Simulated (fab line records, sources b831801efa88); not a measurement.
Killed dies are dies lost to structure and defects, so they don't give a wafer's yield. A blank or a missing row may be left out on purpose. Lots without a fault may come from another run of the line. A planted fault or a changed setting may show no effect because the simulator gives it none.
Problem report in the 8D (eight disciplines) form, filled by code | flow gf180mcu | the parts of the form that need people (team, actions taken, sign-off) are left out

1. THE PROBLEM
tilt_deg at GF_MVSD_IMPLANT_09 reads a mean of 5.073 degrees on 9 wafers of 3 lots; wafers without a fault read 0.002 degrees with a standard deviation of 0.02. That is +99 or more standard deviations from the usual mean.
First seen on wafer L267.3, day 8 04:05, on implanter-01. The record holds 21 wafers of 7 lots with a number at this step. Rule for "out", or "out of limits": more than 4 standard deviations from the usual mean. The other wafers with a number count as sound.

2. WHAT IT IS AND WHAT IT IS NOT
question                    | is                     | is not
which readings at this step | tilt_deg               | -
which lots                  | L267, L268, L269       | L259, L260, L272, L273
which wafers of those lots  | all that have a number | -
read on which tools         | implanter-01           | implanter-03, implanter-04
when                        | from day 8 04:05       | up to then (6 sound wafers); but 6 sound wafers of L272, L273 came after

3. SUSPECTS, AND WHAT RULES EACH OUT
Counting: a tool at a process step up to the reading stays a suspect if it ran every lot that is out and no sound lot after the first of them.
- implanter-01 at GF_MVSD_IMPLANT_09: kept. It ran every lot that is out, first L267 (day 8 04:05), and no sound lot after that; its last sound lot up to then is L259 (day 6 08:42). Its own readings are out on those wafers: tilt_deg.
Left after counting: implanter-01 at GF_MVSD_IMPLANT_09.

4. THE CAUSE (what the simulator had put in)
Process parameter drift: implanter-01, from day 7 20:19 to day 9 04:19, at GF_MVSD_IMPLANT_09. Setting tilt_deg, moved by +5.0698, from 0. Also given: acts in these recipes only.
Counting left only this tool.

5. THE CHAIN OF EFFECTS, in route order
Each row: a reading whose mean over the struck wafers that have a number lies more than 3 standard deviations from the usual. Only readings for which the record gives a usual standard deviation are gone through. hours: the time from each lot's start at the first step in this table that gives one to its start at this step, as a median over the lots. sigmas: the change in usual standard deviations.
hours | step               | reading  | usual         | on struck wafers | change | sigmas
0     | GF_MVSD_IMPLANT_09 | tilt_deg | 0.002 degrees | 5.073            | +5.071 | +99 or more
The process steps in it:
- GF_MVSD_IMPLANT_09

6. WHAT WOULD HAVE CAUGHT IT SOONER
In this record the first reading out of limits was taken at day 8 04:05, 8 hours after the fault began at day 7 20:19.
